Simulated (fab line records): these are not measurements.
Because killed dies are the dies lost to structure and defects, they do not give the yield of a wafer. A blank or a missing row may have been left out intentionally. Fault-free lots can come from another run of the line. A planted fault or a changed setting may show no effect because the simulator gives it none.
fab line records	flow gf180mcu	part 2 of 2: steps 26 to 35 of 35
record lots=5	wafers=15	last-day=34
route steps=602 shown POLY_GATE@170 HV_LDD@176
lots that met no fault: taken from a fault-free run of the same line
start-h: the number of hours between the record's first day and the start of the first shown wafer of the lot	wait-h: hours since the lot's step before	" as in the row above	L1.1+2: one row covering several wafers at once	- no value, or no start was given	* or withheld: withheld	< > ~ a bound
route shown NAME@n: a module of which the file shows steps, and the number in the route of the first	usual: the fault-free wafers' mean and standard deviation	same: alike in all rows	chamber/n: place in a boat	sites: per-site readings	_std_site: their standard deviation	_edge_site: mean of outer sites minus mean of inner sites	radius-mm: how far each site lies from the wafer's centre	mask NAME#n: copy n	behind: tool/chamber where the wafer was last shaped	hold: cause of the lot's hold/its duration in hours/its outcome	device: which transistor (n, p or np) failed to switch	end of line: tests of these same wafers at the route's end	a step without rows: its recipe alone	killed: dies lost to structure and defects at the first sort, not the wafer's yield	map: dies across one wafer; x = killed, . = not, _ = none there
set.NAME: the setting as run; set.NAME@STEP: as run at that earlier step	model.NAME: the simulator's own value behind a step, which no gauge read
lots at some steps of the route; a table a step, a row a wafer
services: the hour from which a tool's chamber was out of use, counted from the record's first day as start-h (under 0 if before that day), plus the number of hours and why
## steps
# step GF_HV_LDD_CD_MEAS_19
# recipe target-cd-nm=400
# usual cd-nm=400.4/2.4
lot.wafer	tool	chamber	start-h	wait-h	cd-nm
L074.1	cd-sem-01	-	241.61	0.1	396.3
L074.3	"	-	"	"	398.3
L074.6	"	-	"	"	398.3
L087.1	cd-sem-01	-	336.96	0.1	396.4
L087.3	"	-	"	"	398.3
L087.5	"	-	"	"	399.1
L088.2	cd-sem-02	-	346.38	0.1	397.6
L088.3	"	-	"	"	398.0
L088.4	"	-	"	"	399.6
L093.4	cd-sem-02	-	383.27	0.1	399.4
L093.5	"	-	"	"	401.7
L093.6	"	-	"	"	399.7
L095.2	cd-sem-02	-	391.23	0.1	401.1
L095.4	"	-	"	"	398.9
L095.6	"	-	"	"	400.6
# step GF_HV_LDD_OVL_MEAS_20
# usual HV_LDD_01_OVL=0.7/1.3
lot.wafer	tool	chamber	start-h	wait-h	HV_LDD_01_OVL[nm]
L074.1	overlay-02	-	241.73	0.1	1.9
L074.3	"	-	"	"	3.9
L074.6	"	-	"	"	0.8
L087.1	overlay-01	-	337.08	0.1	-0.4
L087.3	"	-	"	"	2.4
L087.5	"	-	"	"	1.5
L088.2	overlay-02	-	346.49	0.1	0.4
L088.3	"	-	"	"	2.6
L088.4	"	-	"	"	1.6
L093.4	overlay-01	-	383.35	0.1	-0.1
L093.5	"	-	"	"	0.0
L093.6	"	-	"	"	1.1
L095.2	overlay-01	-	391.34	0.1	1.9
L095.4	"	-	"	"	1.9
L095.6	"	-	"	"	0.6
# step GF_HV_LDD_IMPLANT_21
# recipe species=BF2	energy-kev=25	dose-cm2=5e+13	tilt-deg=7
# same implant-ion-amu=49
lot.wafer	tool	chamber	start-h	wait-h
L074.1+3+6	implanter-02	0	241.77	0.0
L087.1+3+5	implanter-02	0	337.12	0.0
L088.2+3+4	implanter-04	0	346.54	0.0
L093.4+5+6	implanter-02	0	383.44	0.1
L095.2+4+6	implanter-04	0	391.39	0.0
# step GF_HV_LDD_STRIP_22
# recipe chemistry=O2/N2	power-w=1400	pressure-mtorr=1500	platen-temp-c=250	o2-flow-sccm=3000	n2-flow-sccm=300	overash-fraction=0.5
# usual chamber-pressure-mTorr=1499.9/1.4	drypump-motor-current-A=5.8/0.85	heater-power-w=333/18	oes-product-au=0.716/0.0045	strip-time-to-endpoint-s=12.63/0.031
lot.wafer	tool	chamber	start-h	wait-h	chamber-pressure-mTorr	drypump-motor-current-A	heater-power-w	oes-product-au	rf-hours-counter-h	strip-time-to-endpoint-s
L074.1	plasma-asher-04	0	241.92	0.1	1501.5	5.0	322	0.718	51	12.62
L074.3	"	1	"	"	1503.2	6.7	337	0.717	-	12.61
L074.6	"	0	"	"	1499.9	5.0	319	0.717	-	12.62
L087.1	plasma-asher-01	1	337.27	0.1	1500.2	5.0	317	0.713	60	12.67
L087.3	"	1	"	"	1500.2	5.0	302	0.716	-	12.66
L087.5	"	1	"	"	1500.1	5.0	310	0.714	-	12.72
L088.2	plasma-asher-04	1	346.67	0.1	1499.1	6.7	331	0.716	62	12.65
L088.3	"	0	"	"	1500.4	5.0	326	0.714	-	12.69
L088.4	"	1	"	"	1500.4	6.7	347	0.713	-	12.66
L093.4	plasma-asher-04	0	383.55	0.1	1498.4	4.9	323	0.713	-	12.63
L093.5	"	1	"	"	1500.1	6.7	333	0.712	-	12.63
L093.6	"	0	"	"	1499.5	4.9	323	0.712	-	12.63
L095.2	plasma-asher-04	0	391.52	0.1	1501.1	5.0	321	0.717	69	12.67
L095.4	"	0	"	"	1499.8	5.0	320	0.715	-	12.65
L095.6	"	1	"	"	1499.9	6.7	355	0.716	-	12.63
# step GF_HV_LDD_TW_MEAS_23
# usual HV_LDD_2_TW=1057/16
lot.wafer	tool	chamber	start-h	wait-h	HV_LDD_2_TW
L074.1	film-metro-01	-	242.02	0.1	1073
L074.3	"	-	"	"	1073
L074.6	"	-	"	"	1071
L087.1	film-metro-04	-	337.37	0.1	1062
L087.3	"	-	"	"	1057
L087.5	"	-	"	"	1061
L088.2	film-metro-02	-	346.78	0.1	1049
L088.3	"	-	"	"	1041
L088.4	"	-	"	"	1042
L093.4	film-metro-02	-	383.65	0.1	1047
L093.5	"	-	"	"	1039
L093.6	"	-	"	"	1046
L095.2	film-metro-01	-	391.63	0.1	1081
L095.4	"	-	"	"	1077
L095.6	"	-	"	"	1081
# step GF_HV_LDD_DEHYDRATE_24
# recipe temp-c=200	time-s=60
# usual heater-power-total-W=160.36/0.13	plate-temp-C=199.99/0.17
lot.wafer	tool	chamber	start-h	wait-h	heater-power-total-W	plate-temp-C
L074.1	litho-track-01	0	250.61	8.6	160.24	200.33
L074.3	"	0	"	"	160.44	199.95
L074.6	"	0	"	"	160.60	199.90
L087.1	litho-track-04	0	347.31	9.9	160.38	199.75
L087.3	"	0	"	"	160.30	199.72
L087.5	"	0	"	"	160.22	199.87
L088.2	litho-track-01	0	357.19	10.4	160.27	199.93
L088.3	"	0	"	"	160.53	199.98
L088.4	"	0	"	"	160.31	199.99
L093.4	litho-track-03	0	393.98	10.3	160.22	199.97
L093.5	"	0	"	"	160.39	199.89
L093.6	"	0	"	"	160.50	200.22
L095.2	litho-track-04	0	402.24	10.6	160.38	199.86
L095.4	"	0	"	"	160.42	200.14
L095.6	"	0	"	"	160.23	200.04
# step GF_HV_LDD_HMDS_25
# recipe prime-time-s=60	prime-temp-c=120
# same prime-time-s=60
lot.wafer	tool	chamber	start-h	wait-h
L074.1+3+6	litho-track-01	0	250.76	0.1
L087.1+3+5	litho-track-04	0	347.46	0.1
L088.2+3+4	litho-track-01	0	357.34	0.1
L093.4+5+6	litho-track-03	0	394.13	0.1
L095.2+4+6	litho-track-04	0	402.39	0.1
# step GF_HV_LDD_COAT_26
# recipe resist=NOVOLAK	spin-rpm=3000	resist-thk-nm=1000
lot.wafer	tool	chamber	start-h	wait-h
L074.1+3+6	litho-track-01	0	250.91	0.1
L087.1+3+5	litho-track-04	0	347.61	0.1
L088.2+3+4	litho-track-01	0	357.49	0.1
L093.4+5+6	litho-track-03	0	394.28	0.1
L095.2+4+6	litho-track-04	0	402.54	0.1
# step GF_HV_LDD_SOFTBAKE_27
# recipe temp-c=90	time-s=60	resist=NOVOLAK
# usual heater-power-total-W=56.59/0.049	plate-temp-C=89.99/0.12
lot.wafer	tool	chamber	start-h	wait-h	heater-power-total-W	plate-temp-C
L074.1	litho-track-01	0	251.06	0.1	56.59	90.13
L074.3	"	0	"	"	56.60	90.33
L074.6	"	0	"	"	56.56	90.04
L087.1	litho-track-04	0	347.76	0.1	56.66	90.09
L087.3	"	0	"	"	56.52	89.99
L087.5	"	0	"	"	56.61	90.06
L088.2	litho-track-01	0	357.64	0.1	56.67	90.03
L088.3	"	0	"	"	56.57	89.95
L088.4	"	0	"	"	56.57	89.90
L093.4	litho-track-03	0	394.43	0.1	56.64	89.97
L093.5	"	0	"	"	56.63	89.99
L093.6	"	0	"	"	56.67	90.04
L095.2	litho-track-04	0	402.69	0.1	56.52	89.97
L095.4	"	0	"	"	56.59	90.08
L095.6	"	0	"	"	56.59	90.04
# step GF_HV_LDD_EXPOSE_28
# recipe mask-id=Nplus_HV_AREA	target-cd-nm=400	na=0.6	source-shape=conventional	sigma-outer=0.6	dose-mj=140
# usual reticle-temp-C=22.98/0.1
lot.wafer	tool	chamber	start-h	wait-h	mask	reticle-temp-C
L074.1	iline-stepper-02	0	-	-	Nplus_HV_AREA#0	22.96
L074.3	"	0	"	"	Nplus_HV_AREA#0	22.88
L074.6	"	0	"	"	Nplus_HV_AREA#0	23.05
L087.1	iline-stepper-02	0	-	-	Nplus_HV_AREA#0	22.92
L087.3	"	0	"	"	Nplus_HV_AREA#0	22.94
L087.5	"	0	"	"	Nplus_HV_AREA#0	22.91
L088.2	iline-stepper-02	0	-	-	Nplus_HV_AREA#0	23.04
L088.3	"	0	"	"	Nplus_HV_AREA#0	22.81
L088.4	"	0	"	"	Nplus_HV_AREA#0	23.05
L093.4	iline-stepper-01	0	-	-	Nplus_HV_AREA#0	22.98
L093.5	"	0	"	"	Nplus_HV_AREA#0	22.81
L093.6	"	0	"	"	Nplus_HV_AREA#0	23.17
L095.2	iline-stepper-02	0	-	-	Nplus_HV_AREA#0	22.90
L095.4	"	0	"	"	Nplus_HV_AREA#0	23.01
L095.6	"	0	"	"	Nplus_HV_AREA#0	22.93
## services
tool	chamber	start-h	hours	kind
plasma-asher-01	-	185.59	0.7	repair
iline-stepper-02	-	191.53	1.7	pm
implanter-04	-	193.28	1.8	repair
plasma-asher-01	-	196.87	0.9	repair
iline-stepper-02	-	203.98	6.0	repair
implanter-04	-	207.42	6.6	repair
iline-stepper-01	-	243.47	1.7	pm
implanter-04	-	245.09	5.9	repair
rie-si-01	-	254.86	2.8	pm
iline-stepper-01	-	259.13	3.4	repair
implanter-04	-	266.08	5.7	pm
implanter-02	-	270.16	5.0	repair
implanter-04	-	276.69	6.7	repair
furnace-01	-	285.77	3.2	pm
implanter-04	-	299.38	9.2	repair
implanter-02	-	329.85	0.7	repair
implanter-02	-	345.04	3.3	repair
implanter-02	-	356.66	1.3	repair
plasma-asher-01	-	363.03	3.8	repair
iline-stepper-02	-	366.08	12.7	repair
iline-stepper-01	-	375.23	2.5	repair
plasma-asher-01	-	380.67	2.4	repair
plasma-asher-01	-	394.37	1.5	repair
iline-stepper-02	-	396.20	2.1	pm
